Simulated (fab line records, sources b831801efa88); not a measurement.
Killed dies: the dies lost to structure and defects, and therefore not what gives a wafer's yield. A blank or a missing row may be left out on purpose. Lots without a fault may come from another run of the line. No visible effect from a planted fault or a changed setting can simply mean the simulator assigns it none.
What tool caused it?	flow sky130	15 lots, 45 wafers sampled, at 3 steps of a route of 708

== WHAT THE GAUGES READ, wafer by wafer ==
SKY_RES_XHIGH_TW_MEAS_09. Usual: RES_XHIGH_TW gives 1639 (standard deviation 11).
lot	measured	on	RES_XHIGH_TW	flag
L234	day 26 21:29	filmMetro-03	1633 1638 1643	
L235	day 27 05:45	filmMetro-01	1641 1656 1637	
L236	day 27 13:02	filmMetro-01	1637 1638 1639	
L237	day 27 21:57	filmMetro-03	1631 1630 1639	
L238	day 28 02:23	filmMetro-03	1650 1666 1645	
L239	day 28 10:10	filmMetro-01	30 30 30	OFF
L240	day 28 15:28	filmMetro-03	30 30 30	OFF
L241	day 29 22:06	filmMetro-01	30 30 30	OFF
L245	day 30 10:07	filmMetro-02	1615 1625 1620	
L248	day 31 18:53	filmMetro-01	1645 1642 1644	
L249	day 31 21:11	filmMetro-02	1629 1635 1631	
L250	day 32 08:05	filmMetro-02	1627 1610 1622	
L255	day 33 13:45	filmMetro-01	1642 1645 1657	
L256	day 34 07:11	filmMetro-02	1636 1618 1628	
L257	day 34 11:32	filmMetro-01	1634 1637 1637	

== WHAT TOOL EACH LOT RAN ON (gives the tool, then ch and the chambers of the sampled wafers, and finally the start) ==
lot	SKY_SD_P_STRIP_10	SKY_RES_XHIGH_STRIP_08
L234	plasmaAsher-02 ch 0,1, day 25 15:56	plasmaAsher-02 ch 1, day 26 21:23
L235	plasmaAsher-01 ch 0,1, day 26 00:35	plasmaAsher-02 ch 0,1, day 27 05:38
L236	plasmaAsher-04 ch 0,1, day 26 08:08	plasmaAsher-02 ch 0,1, day 27 12:56
L237	plasmaAsher-02 ch 0,1, day 26 17:17	plasmaAsher-03 ch 1, day 27 21:50
L238	plasmaAsher-04 ch 0,1, day 26 21:44	plasmaAsher-03 ch 0,1, day 28 02:19
L239	plasmaAsher-01 ch 0,1, day 27 05:08	plasmaAsher-02 ch 0,1, day 28 10:04
L240	plasmaAsher-01 ch 0,1, day 27 10:44	plasmaAsher-04 ch 0,1, day 28 15:22
L241	plasmaAsher-04 ch 0,1, day 28 18:05	plasmaAsher-02 ch 0,1, day 29 22:01
L245	plasmaAsher-04 ch 0,1, day 29 06:28	plasmaAsher-02 ch 0,1, day 30 10:01
L248	plasmaAsher-01 ch 0,1, day 30 16:05	plasmaAsher-02 ch 0,1, day 31 18:47
L249	plasmaAsher-01 ch 0,1, day 30 18:29	plasmaAsher-02 ch 0,1, day 31 21:05
L250	plasmaAsher-01 ch 0,1, day 31 05:11	plasmaAsher-02 ch 0,1, day 32 07:59
L255	plasmaAsher-04 ch 0,1, day 32 10:52	plasmaAsher-03 ch 0,1, day 33 13:40
L256	plasmaAsher-02 ch 0, day 33 04:26	plasmaAsher-04 ch 0,1, day 34 07:05
L257	plasmaAsher-01 ch 0,1, day 33 08:56	plasmaAsher-02 ch 0,1, day 34 11:26
- SKY_SD_P_STRIP_10: strips in O2/N2.
- SKY_RES_XHIGH_STRIP_08: strips in O2/N2.

== WHAT THE TOOLS THEMSELVES READ (means of the sampled wafers that have a number; where no wafer has one, the mark that the record gives instead) ==
SKY_SD_P_STRIP_10. Usual: chamberPressureMTorr 1500.1 mTorr, standard deviation 1.5; drypumpMotorCurrentA 6.0 A, standard deviation 0.4; oesProductAu 0.618 a.u., standard deviation 0.0048; stripTimeToEndpointS 17.49 s, standard deviation 0.036.
lot	tool	chamberPressureMTorr (mTorr)	drypumpMotorCurrentA (A)	oesProductAu (a.u.)	stripTimeToEndpointS (s)	flag
L234	plasmaAsher-02	1499.8	5.8	0.616	17.48	
L235	plasmaAsher-01	1500.0	5.9	0.618	17.46	
L236	plasmaAsher-04	1500.7	6.4	0.616	17.52	
L237	plasmaAsher-02	1501.3	5.7	0.618	17.44	
L238	plasmaAsher-04	1499.3	6.4	0.618	17.53	
L239	plasmaAsher-01	-	-	-	-	OFF
L240	plasmaAsher-01	-	-	-	-	OFF
L241	plasmaAsher-04	-	-	-	-	OFF
L245	plasmaAsher-04	1499.8	6.5	0.617	17.46	
L248	plasmaAsher-01	1500.9	5.7	0.615	17.52	
L249	plasmaAsher-01	1499.5	5.9	0.619	17.48	
L250	plasmaAsher-01	1499.9	5.9	0.619	17.47	
L255	plasmaAsher-04	1501.0	6.5	0.620	17.54	
L256	plasmaAsher-02	1499.9	5.6	0.616	17.56	
L257	plasmaAsher-01	1501.4	5.9	0.616	17.46	

SKY_RES_XHIGH_STRIP_08. Usual: chamberPressureMTorr 1499.9 mTorr, standard deviation 1.4; drypumpMotorCurrentA 5.9 A, standard deviation 0.42; oesProductAu 0.711 a.u., standard deviation 0.0046; stripTimeToEndpointS 14.27 s, standard deviation 0.043.
lot	tool	chamberPressureMTorr (mTorr)	drypumpMotorCurrentA (A)	oesProductAu (a.u.)	stripTimeToEndpointS (s)	flag
L234	plasmaAsher-02	1499.9	5.9	0.711	14.28	
L235	plasmaAsher-02	1499.7	5.8	0.710	14.25	
L236	plasmaAsher-02	1500.1	5.8	0.712	14.25	
L237	plasmaAsher-03	1500.1	6.3	0.712	14.30	
L238	plasmaAsher-03	1500.8	5.9	0.712	14.19	
L239	plasmaAsher-02	1498.0	5.8	0.716	31.26	OFF
L240	plasmaAsher-04	1498.7	6.4	0.722	31.32	OFF
L241	plasmaAsher-02	1500.5	5.7	0.719	31.33	OFF
L245	plasmaAsher-02	1499.9	5.8	0.713	14.29	
L248	plasmaAsher-02	1500.4	5.7	0.709	14.28	
L249	plasmaAsher-02	1500.2	5.8	0.709	14.31	
L250	plasmaAsher-02	1499.7	5.7	0.720	14.25	
L255	plasmaAsher-03	1501.2	5.9	0.708	14.23	
L256	plasmaAsher-04	1499.1	6.6	0.711	14.27	
L257	plasmaAsher-02	1499.7	5.8	0.713	14.32	

== THE ANSWER, worked out from the rows above alone ==
Rule: take the mean of a lot's wafers that have a number; if it is more than 3 standard deviations from the usual mean, the lot is off. A lot without any number at a reading at which 4 lots or more have one is off too. The other lots that the step has rows for count as sound. The gauges are gone through in route order, then the tools' own readings, and for those a lot's mean is taken as printed above. At the first step where some lot is off, the reading lying furthest off is the one used; lots without a number count as furthest.
Off: L239, L240, L241, at SKY_RES_XHIGH_TW_MEAS_09 (RES_XHIGH_TW).
If a tool, at a process step before that reading, ran all the lots that are off and no sound lot after the first of them, it fits. Not tried: the gauges at SKY_RES_XHIGH_TW_MEAS_09; whatever is off there is also off at SKY_SD_P_STRIP_10, on other tools, and gauge error can't account for it. Of those tried, none fits.

== WHAT THE SIMULATOR PUT IN ==
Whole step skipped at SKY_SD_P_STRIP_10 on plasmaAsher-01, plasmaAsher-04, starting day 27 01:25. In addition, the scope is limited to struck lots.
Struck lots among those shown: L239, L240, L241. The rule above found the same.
